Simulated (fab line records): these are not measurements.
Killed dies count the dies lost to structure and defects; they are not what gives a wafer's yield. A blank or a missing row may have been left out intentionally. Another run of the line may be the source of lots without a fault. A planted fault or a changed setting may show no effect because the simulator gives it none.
A struck lot beside a sound one + flow sky130 + 20 out of 708 route steps
Sound: these wafers, L738.1, L738.2, L738.6. Struck: wafers L744.1, L744.5, L744.6. At the end, the cause is stated.
Each step with rows lists, per side, the tool, then ch with its chambers, then its first start. Under that, the readings that differ: sound wafers + struck wafers + difference of the means + sigmas: that difference in standard deviations of wafers without a fault.
alike: same words and numbers on both sides, and readings whose means sit less than 2 such deviations apart. not compared: any withheld reading, any reading some wafer has no value for, any bound like >300 that may hide the same value, and any number with overlapping values for which the record gives no deviation.
Wherever a step has rows on one side only, a row that says differs or no value, or a row with sigmas, the two part there. Non-overlapping numbers with no deviation appear without sigmas and do not part them. Lack of a reading on every wafer of one side parts them only where that side has two or more wafers.

SKY_LDD_HVP_OVL_MEAS_07:
  sound: overlay-01 at day 22 22:18; struck: overlay-02 at day 24 16:43
  alike: LDD_HVP_OVL
after that, 1 step had no rows for these wafers: SKY_LDD_HVP_IMPLANT_08.
SKY_LDD_HVP_STRIP_09: strips in O2/N2.
  sound on plasma asher-01 ch 0,1, day 22 22:29; struck on plasma asher-01 ch 0,1, day 24 16:54
  alike: drypump motor current A, oes product au, strip time to endpoint s
  not compared: rf hours counter h
SKY_LDD_HVP_TW_MEAS_10:
  sound: film metro-03 at day 22 22:35; struck: film metro-02 at day 24 17:00
  alike: LDD_HVP_TW
then, 7 steps without rows for these wafers: SKY_LDD_LDN_DEHYDRATE_00 (time 60 s); SKY_LDD_LDN_HMDS_01 (prime time 60 s); SKY_LDD_LDN_COAT_02 (resist thk 1140 nm); SKY_LDD_LDN_SOFTBAKE_03 (time 60 s); SKY_LDD_LDN_EXPOSE_04 (exposes mask LDNTM, target cd 700 nm); SKY_LDD_LDN_PEB_05; SKY_LDD_LDN_DEVELOP_06 (develop time 60 s).
SKY_LDD_LDN_OVL_MEAS_07:
  sound: overlay-01 at day 24 04:37; struck: overlay-02 at day 25 22:02
  alike: LDD_LDN_OVL
SKY_LDD_LDN_IMPLANT_08:
  sound on implanter-01 ch 0, day 24 04:39; struck on implanter-02 ch 0, day 25 22:04
| reading            | sound                          | struck                        | difference | sigmas      |
|--------------------|--------------------------------|-------------------------------|------------|-------------|
| dose ions cm2      | 1.2475e+13 1.25e+13 1.2498e+13 | 2.476e+12 2.465e+12 2.468e+12 | -1.002e+13 | -99 or more |
| faraday current uA | 69.8 70.5 67.8                 | 14.0 14.2 13.5                | -55.5      | -37         |
  alike: beam on s
then, 3 steps without rows for these wafers: SKY_LDD_LDN_IMPLANT_09; SKY_LDD_LDN_IMPLANT_10; SKY_LDD_LDN_IMPLANT_11.
SKY_LDD_LDN_STRIP_12: strips in O2/N2.
  sound on plasma asher-04 ch 0,1, day 24 05:15; struck on plasma asher-04 ch 0,1, day 25 22:40
  alike: drypump motor current A, oes product au, strip time to endpoint s
  not compared: rf hours counter h
SKY_LDD_LDN_TW_MEAS_13:
  sound: film metro-01 at day 24 05:21; struck: film metro-02 at day 25 22:46
| reading    | sound          | struck         | difference | sigmas |
|------------|----------------|----------------|------------|--------|
| LDD_LDN_TW | 1472 1470 1472 | 1392 1393 1388 | -80        | -7     |
then, 1 step without rows for these wafers: SKY_LDD_LDN_CLEAN_14 (cleans in SC1/SC2, time 150 s).
-- the record jumps here: 22 days lie between the struck wafers' starts before and after (it left off in module LDD_LDN and takes up again in module PAD_OPEN, whose first step shown is number 708 of the route) --
SKY_PAD_OPEN_PROBE_99:
  the record has rows for the struck wafers here (prober-02, day 47 21:57) and none for the sound ones

## WHERE THEY PART
Earliest at SKY_LDD_LDN_IMPLANT_08; latest, in this record, at SKY_PAD_OPEN_PROBE_99.

WHY: the cause the simulator had injected
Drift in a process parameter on implanter-02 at SKY_LDD_LDN_IMPLANT_08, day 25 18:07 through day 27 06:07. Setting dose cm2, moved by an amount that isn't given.
